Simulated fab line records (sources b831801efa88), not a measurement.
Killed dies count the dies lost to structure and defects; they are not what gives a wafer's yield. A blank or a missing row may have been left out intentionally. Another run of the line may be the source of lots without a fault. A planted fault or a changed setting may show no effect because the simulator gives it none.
What tool caused it? -- flow gf180mcu -- 36 wafers from 12 lots sampled at 2 of the route's 602 steps

WHAT EACH GAUGE READ, for each wafer
GF_V3_THK_MEAS_03. Usual: V3_CVD_02_THK 846 nm, standard deviation 11.
lot,measured,on,V3_CVD_02_THK (nm),flag
L896,day 21 04:40,film metro-01,840 864 852,
L897,day 21 15:38,film metro-01,845 858 857,
L900,day 22 19:32,film metro-03,850 850 862,
L902,day 23 14:40,film metro-02,844 847 862,
L903,day 23 20:38,film metro-02,844 866 860,
L906,day 25 01:05,film metro-02,841 836 846,
L908,day 25 12:37,film metro-03,834 846 843,
L910,day 26 07:47,film metro-02,846 836 839,
L911,day 26 19:06,film metro-02,854 861 860,
L912,day 26 20:30,film metro-01,841 841 844,
L918,day 28 12:48,film metro-03,845 854 851,
L919,day 29 00:40,film metro-02,827 830 836,

GF_M4_RS_MEAS_05: measures by four-point-probe. Usual: M4_ALCU_RS 0.0696 ohm/sq, standard deviation 0.00065.
lot,measured,on,M4_ALCU_RS (ohm/sq),flag
L896,day 22 06:02,film metro-04,0.0703 0.0703 0.0699,
L897,day 22 16:50,film metro-01,0.0691 0.0691 0.0690,
L900,day 23 19:38,film metro-01,0.0692 0.0692 0.0699,
L902,day 24 14:57,film metro-04,0.0692 0.0704 0.0701,
L903,day 24 19:40,film metro-01,0.0691 0.0697 0.0692,
L906,day 26 00:26,film metro-02,0.0687 0.0693 0.0690,
L908,day 26 11:21,film metro-04,0.0693 0.0695 0.0690,
L910,day 27 07:08,film metro-02,0.0703 0.0702 0.0699,
L911,day 27 17:12,film metro-04,0.0700 0.0696 0.0711,
L912,day 27 18:56,film metro-01,0.0696 0.0701 0.0698,
L918,day 29 10:28,film metro-02,0.0694 0.0688 0.0696,
L919,day 29 21:06,film metro-02,0.0692 0.0700 0.0702,

TOOL THAT RAN EACH LOT (tool first, then ch and the chambers of the sampled wafers, then the start)
The record shows no process step preceding these readings.

WHAT THE TOOLS THEMSELVES READ (means of the sampled wafers that have a number; where no wafer has one, the mark that the record gives instead)
The record holds no such reading with a usual standard deviation.

THE ANSWER, worked out from the rows above alone
Rule: a lot is off if the mean of its wafers that have a number lies more than 3 standard deviations from the usual mean. Also off: a lot with no number at a reading for which 4 or more lots have one. Any other lot the step has rows for is counted as sound. First the gauges in route order, then the tools' own readings, where a lot's mean is used as printed above. At the first step where some lot is off, the reading lying furthest off is the one used; lots without a number count as furthest.
No lot is off at any reading shown: from this, nothing can be told.

WHAT THE SIMULATOR HAD PUT IN
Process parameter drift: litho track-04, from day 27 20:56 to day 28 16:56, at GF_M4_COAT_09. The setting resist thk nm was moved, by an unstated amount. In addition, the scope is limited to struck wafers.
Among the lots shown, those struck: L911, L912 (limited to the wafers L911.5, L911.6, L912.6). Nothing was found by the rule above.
